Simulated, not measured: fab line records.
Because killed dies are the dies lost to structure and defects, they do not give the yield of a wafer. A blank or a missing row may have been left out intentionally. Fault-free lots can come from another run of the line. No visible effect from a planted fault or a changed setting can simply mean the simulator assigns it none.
fab line records / flow gf180mcu / part 2 of 2: steps 28 to 37 of 37
record: lots: 5 wafers: 15 lastDay: 34
route steps=602 shown V1@349 M2@362 V2@382
lots with no fault: from the same line, run without faults
startH: hours from the record's opening day to when the first of the lot's shown wafers began / waitH: hours elapsed since this lot's preceding step / " repeats the value in the row above / L1.1+2: several wafers, shown together as one row / - either no value or no given start / * or withheld: withheld / < > ~ a bound
route shown NAME@n: a module of which the file shows steps, and the number in the route of the first / usual: mean and standard deviation over wafers with no fault / same: alike in all rows / chamber/n: place in a boat / sites: each site's reading / _std_site: their standard deviation / _edge_site: mean of outer sites minus mean of inner sites / radiusMm: how far each site lies from the wafer's centre / mask NAME#n: copy n / behind: tool/chamber where the wafer was last shaped / hold: the reason the lot was held/the length of the hold in hours/how it ended / device: names the non-switching transistor (n, p or np) / end of line: tests of these same wafers at the route's end / for a step that has no rows: nothing shown but its recipe / killed: count of dies lost to structure and defects at first sort (not the wafer's yield) / map: shows each die of a wafer: x if killed, . if not, _ if none is there
set.NAME: the setting the step ran with; set.NAME@STEP: the setting that earlier step ran with / model.NAME: the simulator's own value behind a step, which no gauge read
lots at some steps of the route; a table a step, a row a wafer
services: from which hour (startH, from the record's first day; less than 0 if before it) a tool's chamber was out of use, for how many hours, and why
== steps ==
step: GF_M2_CD_MEAS_14
recipe: targetCdNm: 280
usual: cdNm: 280.0/1.1
lot.wafer=L078.2 tool=cdSem-02 chamber=- startH=475.27 waitH=0.1 cdNm=279.6
lot.wafer=L078.3 tool=cdSem-02 chamber=- startH=475.27 waitH=0.1 cdNm=282.2
lot.wafer=L078.4 tool=cdSem-02 chamber=- startH=475.27 waitH=0.1 cdNm=282.3
lot.wafer=L080.2 tool=cdSem-02 chamber=- startH=498.63 waitH=0.1 cdNm=279.9
lot.wafer=L080.3 tool=cdSem-02 chamber=- startH=498.63 waitH=0.1 cdNm=278.1
lot.wafer=L080.6 tool=cdSem-02 chamber=- startH=498.63 waitH=0.1 cdNm=277.9
lot.wafer=L084.1 tool=cdSem-01 chamber=- startH=528.96 waitH=0.1 cdNm=282.1
lot.wafer=L084.3 tool=cdSem-01 chamber=- startH=528.96 waitH=0.1 cdNm=280.6
lot.wafer=L084.6 tool=cdSem-01 chamber=- startH=528.96 waitH=0.1 cdNm=281.7
lot.wafer=L092.2 tool=cdSem-01 chamber=- startH=591.71 waitH=0.1 cdNm=278.1
lot.wafer=L092.3 tool=cdSem-01 chamber=- startH=591.71 waitH=0.1 cdNm=278.0
lot.wafer=L092.4 tool=cdSem-01 chamber=- startH=591.71 waitH=0.1 cdNm=278.7
lot.wafer=L097.2 tool=cdSem-01 chamber=- startH=632.46 waitH=0.1 cdNm=279.0
lot.wafer=L097.4 tool=cdSem-01 chamber=- startH=632.46 waitH=0.1 cdNm=278.2
lot.wafer=L097.6 tool=cdSem-01 chamber=- startH=632.46 waitH=0.1 cdNm=280.6
step: GF_M2_OVL_MEAS_15
usual: M2_OVL: -1/5.3
lot.wafer=L078.2 tool=overlay-01 chamber=- startH=475.37 waitH=0.1 M2_OVL[nm]=-3
lot.wafer=L078.3 tool=overlay-01 chamber=- startH=475.37 waitH=0.1 M2_OVL[nm]=-3
lot.wafer=L078.4 tool=overlay-01 chamber=- startH=475.37 waitH=0.1 M2_OVL[nm]=-2
lot.wafer=L080.2 tool=overlay-01 chamber=- startH=498.74 waitH=0.1 M2_OVL[nm]=10
lot.wafer=L080.3 tool=overlay-01 chamber=- startH=498.74 waitH=0.1 M2_OVL[nm]=1
lot.wafer=L080.6 tool=overlay-01 chamber=- startH=498.74 waitH=0.1 M2_OVL[nm]=-3
lot.wafer=L084.1 tool=overlay-02 chamber=- startH=529.08 waitH=0.1 M2_OVL[nm]=-4
lot.wafer=L084.3 tool=overlay-02 chamber=- startH=529.08 waitH=0.1 M2_OVL[nm]=-4
lot.wafer=L084.6 tool=overlay-02 chamber=- startH=529.08 waitH=0.1 M2_OVL[nm]=2
lot.wafer=L092.2 tool=overlay-01 chamber=- startH=591.82 waitH=0.1 M2_OVL[nm]=-7
lot.wafer=L092.3 tool=overlay-01 chamber=- startH=591.82 waitH=0.1 M2_OVL[nm]=-1
lot.wafer=L092.4 tool=overlay-01 chamber=- startH=591.82 waitH=0.1 M2_OVL[nm]=-9
lot.wafer=L097.2 tool=overlay-01 chamber=- startH=632.57 waitH=0.1 M2_OVL[nm]=-5
lot.wafer=L097.4 tool=overlay-01 chamber=- startH=632.57 waitH=0.1 M2_OVL[nm]=-11
lot.wafer=L097.6 tool=overlay-01 chamber=- startH=632.57 waitH=0.1 M2_OVL[nm]=-2
step: GF_M2_METAL_ETCH_16
recipe: chemistry: Cl2/BCl3 maskMaterial: KrF targetDepthNm: 627.5 stopOn: SiO2 pressureMtorr: 8 icpW: 800 biasW: 140 Cl2_flow_sccm: 80 bcl3FlowSccm: 40 timeS: 104.6
usual: drypumpMotorCurrentA: 5.6/0.42 oesProductAu: 0.974/0.0065 throttleValvePct: 28.248/0.01
lot.wafer=L078.2 tool=rieMetal-04 chamber=1 startH=475.40 waitH=0.0 drypumpMotorCurrentA=5.6 oesProductAu=0.968 rfHoursCounterH=1 throttleValvePct=28.263
lot.wafer=L078.3 tool=rieMetal-04 chamber=1 startH=475.40 waitH=0.0 drypumpMotorCurrentA=5.7 oesProductAu=0.973 rfHoursCounterH=- throttleValvePct=28.259
lot.wafer=L078.4 tool=rieMetal-04 chamber=0 startH=475.40 waitH=0.0 drypumpMotorCurrentA=5.0 oesProductAu=0.977 rfHoursCounterH=- throttleValvePct=28.246
lot.wafer=L080.2 tool=rieMetal-02 chamber=1 startH=498.77 waitH=0.0 drypumpMotorCurrentA=6.2 oesProductAu=0.977 rfHoursCounterH=12 throttleValvePct=28.237
lot.wafer=L080.3 tool=rieMetal-02 chamber=0 startH=498.77 waitH=0.0 drypumpMotorCurrentA=5.4 oesProductAu=0.977 rfHoursCounterH=- throttleValvePct=28.228
lot.wafer=L080.6 tool=rieMetal-02 chamber=0 startH=498.77 waitH=0.0 drypumpMotorCurrentA=5.4 oesProductAu=0.984 rfHoursCounterH=- throttleValvePct=28.240
lot.wafer=L084.1 tool=rieMetal-01 chamber=0 startH=529.12 waitH=0.0 drypumpMotorCurrentA=5.8 oesProductAu=0.975 rfHoursCounterH=2 throttleValvePct=28.240
lot.wafer=L084.3 tool=rieMetal-01 chamber=1 startH=529.12 waitH=0.0 drypumpMotorCurrentA=5.8 oesProductAu=0.977 rfHoursCounterH=- throttleValvePct=28.245
lot.wafer=L084.6 tool=rieMetal-01 chamber=0 startH=529.12 waitH=0.0 drypumpMotorCurrentA=5.8 oesProductAu=0.979 rfHoursCounterH=- throttleValvePct=28.245
lot.wafer=L092.2 tool=rieMetal-02 chamber=1 startH=591.85 waitH=0.0 drypumpMotorCurrentA=6.3 oesProductAu=0.966 rfHoursCounterH=2 throttleValvePct=28.244
lot.wafer=L092.3 tool=rieMetal-02 chamber=1 startH=591.85 waitH=0.0 drypumpMotorCurrentA=6.2 oesProductAu=0.975 rfHoursCounterH=- throttleValvePct=28.257
lot.wafer=L092.4 tool=rieMetal-02 chamber=0 startH=591.85 waitH=0.0 drypumpMotorCurrentA=5.3 oesProductAu=0.972 rfHoursCounterH=- throttleValvePct=28.257
lot.wafer=L097.2 tool=rieMetal-04 chamber=0 startH=632.60 waitH=0.0 drypumpMotorCurrentA=5.1 oesProductAu=0.979 rfHoursCounterH=4 throttleValvePct=28.237
lot.wafer=L097.4 tool=rieMetal-04 chamber=1 startH=632.60 waitH=0.0 drypumpMotorCurrentA=5.7 oesProductAu=0.972 rfHoursCounterH=- throttleValvePct=28.249
lot.wafer=L097.6 tool=rieMetal-04 chamber=0 startH=632.60 waitH=0.0 drypumpMotorCurrentA=5.1 oesProductAu=0.962 rfHoursCounterH=- throttleValvePct=28.258
step: GF_M2_STRIP_17
recipe: chemistry: O2/N2 powerW: 1400 pressureMtorr: 1500 platenTempC: 250 o2FlowSccm: 3000 n2FlowSccm: 300 overashFraction: 0.5
usual: drypumpMotorCurrentA: 5.5/0.6 heaterPowerW: 348/51 oesProductAu: 0.557/0.0049 stripTimeToEndpointS: 7.86/0.05
lot.wafer=L078.2 tool=plasmaAsher-03 chamber=1 startH=475.51 waitH=0.1 drypumpMotorCurrentA=4.9 heaterPowerW=445 oesProductAu=0.551 rfHoursCounterH=5 stripTimeToEndpointS=7.84
lot.wafer=L078.3 tool=plasmaAsher-03 chamber=1 startH=475.51 waitH=0.1 drypumpMotorCurrentA=4.9 heaterPowerW=443 oesProductAu=0.565 rfHoursCounterH=- stripTimeToEndpointS=7.89
lot.wafer=L078.4 tool=plasmaAsher-03 chamber=0 startH=475.51 waitH=0.1 drypumpMotorCurrentA=5.6 heaterPowerW=279 oesProductAu=0.557 rfHoursCounterH=- stripTimeToEndpointS=7.93
lot.wafer=L080.2 tool=plasmaAsher-03 chamber=1 startH=498.88 waitH=0.1 drypumpMotorCurrentA=4.9 heaterPowerW=445 oesProductAu=0.560 rfHoursCounterH=7 stripTimeToEndpointS=7.95
lot.wafer=L080.3 tool=plasmaAsher-03 chamber=1 startH=498.88 waitH=0.1 drypumpMotorCurrentA=4.9 heaterPowerW=453 oesProductAu=0.560 rfHoursCounterH=- stripTimeToEndpointS=7.87
lot.wafer=L080.6 tool=plasmaAsher-03 chamber=1 startH=498.88 waitH=0.1 drypumpMotorCurrentA=5.0 heaterPowerW=456 oesProductAu=0.561 rfHoursCounterH=- stripTimeToEndpointS=7.92
lot.wafer=L084.1 tool=plasmaAsher-03 chamber=1 startH=529.23 waitH=0.1 drypumpMotorCurrentA=4.9 heaterPowerW=445 oesProductAu=0.552 rfHoursCounterH=10 stripTimeToEndpointS=7.80
lot.wafer=L084.3 tool=plasmaAsher-03 chamber=1 startH=529.23 waitH=0.1 drypumpMotorCurrentA=4.9 heaterPowerW=453 oesProductAu=0.555 rfHoursCounterH=- stripTimeToEndpointS=7.73
lot.wafer=L084.6 tool=plasmaAsher-03 chamber=0 startH=529.23 waitH=0.1 drypumpMotorCurrentA=5.6 heaterPowerW=281 oesProductAu=0.551 rfHoursCounterH=- stripTimeToEndpointS=7.79
lot.wafer=L092.2 tool=plasmaAsher-04 chamber=1 startH=591.96 waitH=0.1 drypumpMotorCurrentA=6.4 heaterPowerW=350 oesProductAu=0.554 rfHoursCounterH=82 stripTimeToEndpointS=7.92
lot.wafer=L092.3 tool=plasmaAsher-04 chamber=1 startH=591.96 waitH=0.1 drypumpMotorCurrentA=6.4 heaterPowerW=362 oesProductAu=0.557 rfHoursCounterH=- stripTimeToEndpointS=7.93
lot.wafer=L092.4 tool=plasmaAsher-04 chamber=0 startH=591.96 waitH=0.1 drypumpMotorCurrentA=4.7 heaterPowerW=338 oesProductAu=0.551 rfHoursCounterH=- stripTimeToEndpointS=7.85
lot.wafer=L097.2 tool=plasmaAsher-03 chamber=1 startH=632.71 waitH=0.1 drypumpMotorCurrentA=4.9 heaterPowerW=440 oesProductAu=0.553 rfHoursCounterH=22 stripTimeToEndpointS=7.86
lot.wafer=L097.4 tool=plasmaAsher-03 chamber=0 startH=632.71 waitH=0.1 drypumpMotorCurrentA=5.6 heaterPowerW=285 oesProductAu=0.553 rfHoursCounterH=- stripTimeToEndpointS=7.88
lot.wafer=L097.6 tool=plasmaAsher-03 chamber=1 startH=632.71 waitH=0.1 drypumpMotorCurrentA=4.9 heaterPowerW=447 oesProductAu=0.562 rfHoursCounterH=- stripTimeToEndpointS=7.88
step: GF_M2_STRIP_18
recipe: chemistry: postEtchResidueRemover timeS: 1200 tempC: 72.5
lot.wafer=L078.2+3+4 tool=wetBench-01 chamber=2 startH=475.61 waitH=0.1
lot.wafer=L080.2+3+6 tool=wetBench-02 chamber=1 startH=498.98 waitH=0.1
lot.wafer=L084.1+3+6 tool=wetBench-01 chamber=1 startH=529.33 waitH=0.1
lot.wafer=L092.2+3+4 tool=wetBench-02 chamber=2 startH=592.06 waitH=0.1
lot.wafer=L097.2+4+6 tool=wetBench-03 chamber=0 startH=632.81 waitH=0.1
step: GF_M2_CLEAN_19
recipe: chemistry: DIW dry: n2Spin
lot.wafer=L078.2+3+4 tool=wetBench-02 chamber=1 startH=475.95 waitH=0.0
lot.wafer=L080.2+3+6 tool=wetBench-01 chamber=1 startH=499.32 waitH=0.0
lot.wafer=L084.1+3+6 tool=wetBench-03 chamber=0 startH=529.67 waitH=0.0
lot.wafer=L092.2+3+4 tool=wetBench-01 chamber=2 startH=592.40 waitH=0.0
lot.wafer=L097.2+4+6 tool=wetBench-02 chamber=1 startH=633.15 waitH=0.0
step: GF_V2_CVD_00
recipe: material: SiO2 targetThkNm: 600 sigmaOpenFrac: 0.3 tempC: 400 timeS: 100 sih4FlowSccm: 60 pressureMtorr: 6
usual: pressureMtorr: 6.000/0.012
lot.wafer=L078.2 tool=hdpcvd-02 chamber=0 startH=476.06 waitH=0.0 pressureMtorr=6.005
lot.wafer=L078.3 tool=hdpcvd-02 chamber=2 startH=476.06 waitH=0.0 pressureMtorr=6.006
lot.wafer=L078.4 tool=hdpcvd-02 chamber=0 startH=476.06 waitH=0.0 pressureMtorr=5.997
lot.wafer=L080.2 tool=hdpcvd-02 chamber=2 startH=499.41 waitH=0.0 pressureMtorr=5.972
lot.wafer=L080.3 tool=hdpcvd-02 chamber=1 startH=499.41 waitH=0.0 pressureMtorr=6.010
lot.wafer=L080.6 tool=hdpcvd-02 chamber=1 startH=499.41 waitH=0.0 pressureMtorr=6.024
lot.wafer=L084.1 tool=hdpcvd-01 chamber=2 startH=529.76 waitH=0.0 pressureMtorr=6.014
lot.wafer=L084.3 tool=hdpcvd-01 chamber=0 startH=529.76 waitH=0.0 pressureMtorr=6.007
lot.wafer=L084.6 tool=hdpcvd-01 chamber=0 startH=529.76 waitH=0.0 pressureMtorr=6.016
lot.wafer=L092.2 tool=hdpcvd-01 chamber=1 startH=592.50 waitH=0.0 pressureMtorr=5.998
lot.wafer=L092.3 tool=hdpcvd-01 chamber=0 startH=592.50 waitH=0.0 pressureMtorr=6.004
lot.wafer=L092.4 tool=hdpcvd-01 chamber=2 startH=592.50 waitH=0.0 pressureMtorr=6.012
lot.wafer=L097.2 tool=hdpcvd-02 chamber=2 startH=633.24 waitH=0.0 pressureMtorr=6.000
lot.wafer=L097.4 tool=hdpcvd-02 chamber=0 startH=633.24 waitH=0.0 pressureMtorr=5.997
lot.wafer=L097.6 tool=hdpcvd-02 chamber=2 startH=633.24 waitH=0.0 pressureMtorr=5.996
step: GF_V2_THK_MEAS_01
recipe: reads: SiO2_of_V2_CVD_00
usual: V2_CVD_00_THK: 597/6.1
lot.wafer=L078.2 tool=filmMetro-04 chamber=- startH=476.15 waitH=0.0 V2_CVD_00_THK[nm]=597
lot.wafer=L078.3 tool=filmMetro-04 chamber=- startH=476.15 waitH=0.0 V2_CVD_00_THK[nm]=591
lot.wafer=L078.4 tool=filmMetro-04 chamber=- startH=476.15 waitH=0.0 V2_CVD_00_THK[nm]=596
lot.wafer=L080.2 tool=filmMetro-01 chamber=- startH=499.49 waitH=0.0 V2_CVD_00_THK[nm]=592
lot.wafer=L080.3 tool=filmMetro-01 chamber=- startH=499.49 waitH=0.0 V2_CVD_00_THK[nm]=598
lot.wafer=L080.6 tool=filmMetro-01 chamber=- startH=499.49 waitH=0.0 V2_CVD_00_THK[nm]=600
lot.wafer=L084.1 tool=filmMetro-01 chamber=- startH=529.83 waitH=0.0 V2_CVD_00_THK[nm]=594
lot.wafer=L084.3 tool=filmMetro-01 chamber=- startH=529.83 waitH=0.0 V2_CVD_00_THK[nm]=594
lot.wafer=L084.6 tool=filmMetro-01 chamber=- startH=529.83 waitH=0.0 V2_CVD_00_THK[nm]=600
lot.wafer=L092.2 tool=filmMetro-04 chamber=- startH=592.58 waitH=0.0 V2_CVD_00_THK[nm]=596
lot.wafer=L092.3 tool=filmMetro-04 chamber=- startH=592.58 waitH=0.0 V2_CVD_00_THK[nm]=597
lot.wafer=L092.4 tool=filmMetro-04 chamber=- startH=592.58 waitH=0.0 V2_CVD_00_THK[nm]=594
lot.wafer=L097.2 tool=filmMetro-04 chamber=- startH=633.33 waitH=0.0 V2_CVD_00_THK[nm]=595
lot.wafer=L097.4 tool=filmMetro-04 chamber=- startH=633.33 waitH=0.0 V2_CVD_00_THK[nm]=586
lot.wafer=L097.6 tool=filmMetro-04 chamber=- startH=633.33 waitH=0.0 V2_CVD_00_THK[nm]=595
step: GF_V2_CVD_02
recipe: material: SiO2 targetThkNm: 850 precursor: TEOS tempC: 400 timeS: 94.851 rfW: 600
usual: heaterPowerW: 621/97
lot.wafer=L078.2 tool=pecvd-02 chamber=0 startH=476.20 waitH=0.0 heaterPowerW=455
lot.wafer=L078.3 tool=pecvd-02 chamber=2 startH=476.20 waitH=0.0 heaterPowerW=833
lot.wafer=L078.4 tool=pecvd-02 chamber=2 startH=476.20 waitH=0.0 heaterPowerW=851
lot.wafer=L080.2 tool=pecvd-03 chamber=2 startH=499.54 waitH=0.0 heaterPowerW=659
lot.wafer=L080.3 tool=pecvd-03 chamber=0 startH=499.54 waitH=0.0 heaterPowerW=597
lot.wafer=L080.6 tool=pecvd-03 chamber=1 startH=499.54 waitH=0.0 heaterPowerW=639
lot.wafer=L084.1 tool=pecvd-03 chamber=1 startH=529.89 waitH=0.1 heaterPowerW=713
lot.wafer=L084.3 tool=pecvd-03 chamber=2 startH=529.89 waitH=0.1 heaterPowerW=661
lot.wafer=L084.6 tool=pecvd-03 chamber=1 startH=529.89 waitH=0.1 heaterPowerW=572
lot.wafer=L092.2 tool=pecvd-02 chamber=0 startH=592.63 waitH=0.0 heaterPowerW=469
lot.wafer=L092.3 tool=pecvd-02 chamber=2 startH=592.63 waitH=0.0 heaterPowerW=858
lot.wafer=L092.4 tool=pecvd-02 chamber=1 startH=592.63 waitH=0.0 heaterPowerW=669
lot.wafer=L097.2 tool=pecvd-03 chamber=0 startH=633.38 waitH=0.0 heaterPowerW=615
lot.wafer=L097.4 tool=pecvd-03 chamber=0 startH=633.38 waitH=0.0 heaterPowerW=618
lot.wafer=L097.6 tool=pecvd-03 chamber=2 startH=633.38 waitH=0.0 heaterPowerW=638
step: GF_V2_THK_MEAS_03
recipe: reads: SiO2_of_V2_CVD_02
usual: V2_CVD_02_THK: 849/11
lot.wafer=L078.2 tool=filmMetro-03 chamber=- startH=476.28 waitH=0.0 V2_CVD_02_THK[nm]=839
lot.wafer=L078.3 tool=filmMetro-03 chamber=- startH=476.28 waitH=0.0 V2_CVD_02_THK[nm]=841
lot.wafer=L078.4 tool=filmMetro-03 chamber=- startH=476.28 waitH=0.0 V2_CVD_02_THK[nm]=852
lot.wafer=L080.2 tool=filmMetro-04 chamber=- startH=499.62 waitH=0.0 V2_CVD_02_THK[nm]=851
lot.wafer=L080.3 tool=filmMetro-04 chamber=- startH=499.62 waitH=0.0 V2_CVD_02_THK[nm]=854
lot.wafer=L080.6 tool=filmMetro-04 chamber=- startH=499.62 waitH=0.0 V2_CVD_02_THK[nm]=845
lot.wafer=L084.1 tool=filmMetro-04 chamber=- startH=529.96 waitH=0.0 V2_CVD_02_THK[nm]=842
lot.wafer=L084.3 tool=filmMetro-04 chamber=- startH=529.96 waitH=0.0 V2_CVD_02_THK[nm]=849
lot.wafer=L084.6 tool=filmMetro-04 chamber=- startH=529.96 waitH=0.0 V2_CVD_02_THK[nm]=847
lot.wafer=L092.2 tool=filmMetro-01 chamber=- startH=592.71 waitH=0.0 V2_CVD_02_THK[nm]=830
lot.wafer=L092.3 tool=filmMetro-01 chamber=- startH=592.71 waitH=0.0 V2_CVD_02_THK[nm]=857
lot.wafer=L092.4 tool=filmMetro-01 chamber=- startH=592.71 waitH=0.0 V2_CVD_02_THK[nm]=870
lot.wafer=L097.2 tool=filmMetro-03 chamber=- startH=633.46 waitH=0.0 V2_CVD_02_THK[nm]=845
lot.wafer=L097.4 tool=filmMetro-03 chamber=- startH=633.46 waitH=0.0 V2_CVD_02_THK[nm]=858
lot.wafer=L097.6 tool=filmMetro-03 chamber=- startH=633.46 waitH=0.0 V2_CVD_02_THK[nm]=867
== services ==
tool=pecvd-03 chamber=0 startH=440.21 hours=21.0 kind=repair
tool=wetBench-02 chamber=- startH=443.66 hours=0.7 kind=repair
tool=cmp-01 chamber=- startH=443.97 hours=1.8 kind=repair
tool=hdpcvd-02 chamber=- startH=445.63 hours=0.4 kind=repair
tool=rieDiel-04 chamber=- startH=448.33 hours=15.6 kind=pm
tool=krfScanner-01 chamber=- startH=450.79 hours=1.3 kind=pm
tool=hdpcvd-02 chamber=- startH=487.79 hours=0.8 kind=pm
tool=wetBench-03 chamber=- startH=488.00 hours=4.0 kind=repair
tool=cmp-01 chamber=- startH=489.91 hours=0.4 kind=repair
tool=rieDiel-04 chamber=0 startH=492.54 hours=4.3 kind=repair
tool=pvdSputter-03 chamber=- startH=494.08 hours=28.4 kind=repair
tool=pvdSputter-04 chamber=- startH=513.52 hours=12.6 kind=repair
tool=plasmaAsher-04 chamber=- startH=526.06 hours=3.6 kind=repair
tool=krfScanner-01 chamber=- startH=531.74 hours=0.8 kind=pm
tool=hdpcvd-02 chamber=- startH=539.25 hours=15.0 kind=pm
tool=rieDiel-04 chamber=0 startH=544.27 hours=5.6 kind=repair
tool=krfScanner-01 chamber=- startH=569.73 hours=1.0 kind=pm
tool=pecvd-03 chamber=0 startH=569.86 hours=19.6 kind=repair
tool=cmp-01 chamber=- startH=576.19 hours=0.4 kind=repair
tool=rieDiel-04 chamber=2 startH=580.59 hours=3.0 kind=repair
tool=plasmaAsher-03 chamber=- startH=593.09 hours=0.4 kind=repair
tool=cmp-01 chamber=- startH=600.94 hours=1.0 kind=repair
tool=pvdSputter-02 chamber=- startH=611.47 hours=2.0 kind=repair
tool=wetBench-02 chamber=- startH=622.29 hours=3.8 kind=repair
